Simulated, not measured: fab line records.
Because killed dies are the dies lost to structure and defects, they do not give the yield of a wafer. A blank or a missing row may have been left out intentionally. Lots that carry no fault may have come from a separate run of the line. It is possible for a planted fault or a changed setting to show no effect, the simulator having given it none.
Which of the tools did it? + flow gf180mcu + 42 wafers from 14 lots sampled at 3 of the route's 602 steps

## WHAT THE GAUGES READ, wafer by wafer
GF_STI_THK_MEAS_22.
| lot  | measured    | on            | STI_OXIDATION_01_THK (nm) |
|------|-------------|---------------|---------------------------|
| L525 | day 2 09:21 | film-metro-01 | 15.42 15.56 15.08         |
| L526 | day 2 14:39 | film-metro-01 | 15.30 15.17 15.24         |
| L527 | day 2 22:38 | film-metro-02 | 15.17 15.14 15.04         |
| L528 | day 3 03:47 | film-metro-04 | 14.65 14.72 14.83         |
| L529 | day 3 06:22 | film-metro-04 | 15.12 14.89 15.07         |
| L530 | day 3 12:00 | film-metro-02 | 15.00 14.72 14.71         |
| L531 | day 3 18:35 | film-metro-02 | 15.27 15.25 15.27         |
| L533 | day 4 01:40 | film-metro-01 | 15.43 15.61 15.68         |
| L534 | day 4 07:57 | film-metro-02 | 14.98 14.95 14.86         |
| L539 | day 5 08:37 | film-metro-04 | 15.08 15.21 15.03         |
| L540 | day 5 14:13 | film-metro-04 | 15.15 15.24 15.16         |
| L541 | day 5 21:14 | film-metro-04 | 15.30 15.11 15.48         |
| L546 | day 6 20:52 | film-metro-01 | 15.09 14.99 15.20         |
| L547 | day 7 01:29 | film-metro-04 | 14.58 14.76 14.79         |

GF_NSD_OVL_MEAS_08.
| lot  | measured     | on         | NSD_OVL (nm)   |
|------|--------------|------------|----------------|
| L525 | day 13 12:23 | overlay-01 | -0.9 -1.7 -0.9 |
| L526 | day 14 01:56 | overlay-01 | -0.4 -0.6 -1.0 |
| L527 | day 14 16:23 | overlay-01 | -0.6 -0.8 -0.4 |
| L528 | day 14 22:37 | overlay-02 | -2.9 -1.1 -1.2 |
| L529 | day 15 05:26 | overlay-01 | 0.1 0.0 -0.3   |
| L530 | day 15 12:52 | overlay-01 | 0.7 -1.1 -1.3  |
| L531 | day 15 20:35 | overlay-02 | -1.5 -1.5 -1.8 |
| L533 | day 16 08:01 | overlay-01 | -2.0 -0.8 -3.0 |
| L534 | day 16 17:52 | overlay-02 | -2.0 -2.3 -3.6 |
| L539 | day 18 10:34 | overlay-01 | 0.6 0.4 -0.8   |
| L546 | day 20 18:26 | overlay-02 | -3.6 -4.1 -4.6 |
| L547 | day 21 02:22 | overlay-02 | -1.5 0.0 -1.8  |

## TOOL THAT RAN EACH LOT (tool first, then ch and the chambers of the sampled wafers, then the start)
| lot  | GF_HV_LDD_DEVELOP_06              |
|------|-----------------------------------|
| L525 | litho-track-03 ch 0, day 10 05:02 |
| L526 | litho-track-02 ch 0, day 10 16:15 |
| L527 | litho-track-02 ch 0, day 11 05:01 |
| L528 | litho-track-03 ch 0, day 11 10:48 |
| L529 | litho-track-02 ch 0, day 11 17:01 |
| L530 | litho-track-01 ch 0, day 11 23:41 |
| L531 | litho-track-02 ch 0, day 12 03:36 |
| L533 | litho-track-02 ch 0, day 12 16:12 |
| L534 | litho-track-03 ch 0, day 13 00:06 |
| L539 | litho-track-02 ch 0, day 14 12:51 |
| L540 | litho-track-02, day 14 20:13      |
| L541 | litho-track-03, day 15 04:11      |
| L546 | litho-track-03 ch 0, day 16 15:08 |
| L547 | litho-track-01 ch 0, day 16 22:48 |
- GF_HV_LDD_DEVELOP_06: develop time 60 s.

## WHAT THE TOOLS THEMSELVES READ (means of the sampled wafers that have a number; where no wafer has one, the mark that the record gives instead)
GF_HV_LDD_DEVELOP_06.
| lot  | tool           | chill-plate-temp-C (C) | exhaust-pa (Pa) |
|------|----------------|------------------------|-----------------|
| L525 | litho-track-03 | 22.82                  | 43.2            |
| L526 | litho-track-02 | 22.87                  | 45.5            |
| L527 | litho-track-02 | 23.04                  | 45.0            |
| L528 | litho-track-03 | 22.88                  | 45.2            |
| L529 | litho-track-02 | 22.94                  | 45.6            |
| L530 | litho-track-01 | 22.97                  | 44.1            |
| L531 | litho-track-02 | 23.01                  | 44.8            |
| L533 | litho-track-02 | 23.05                  | 44.1            |
| L534 | litho-track-03 | 22.92                  | 44.6            |
| L539 | litho-track-02 | 23.01                  | 44.5            |
| L540 | litho-track-02 | -                      | -               |
| L541 | litho-track-03 | -                      | -               |
| L546 | litho-track-03 | 22.96                  | 44.3            |
| L547 | litho-track-01 | 22.95                  | 44.7            |

## THE ANSWER, worked out from the rows above alone
Rule: the usual values come from the lots themselves. The widest of any qualifying gaps counts: lots, ordered by their means at a reading, are off when they make up no more than a third of the lots, leave a main group of 4 or more, and stand apart from it by 3 or more times the standard deviation of that group's means. A main group is skipped when, at the precision printed for the reading in the tables above, its means are all equal. A lot without any number at a reading at which 4 lots or more have one is off too. Where the step has rows for the other lots, those lots are counted as sound. After the gauges, taken in route order, come the tools' own readings; for these a lot's mean is taken, as printed above. The first step at which some lot is off is used, and at that step the reading that is off furthest; a lot without a number counts as furthest.
Off: L540, L541, at GF_HV_LDD_DEVELOP_06 (chill-plate-temp-C). Without a number there: L540, L541. Mean 22.95 C and standard deviation 0.068 in the main group.
A tool fits if, at that step or a process step before it, it ran every lot that is off, and no sound lot after the first of them. None of those tried fits.

## WHAT THE SIMULATOR HAD PUT IN
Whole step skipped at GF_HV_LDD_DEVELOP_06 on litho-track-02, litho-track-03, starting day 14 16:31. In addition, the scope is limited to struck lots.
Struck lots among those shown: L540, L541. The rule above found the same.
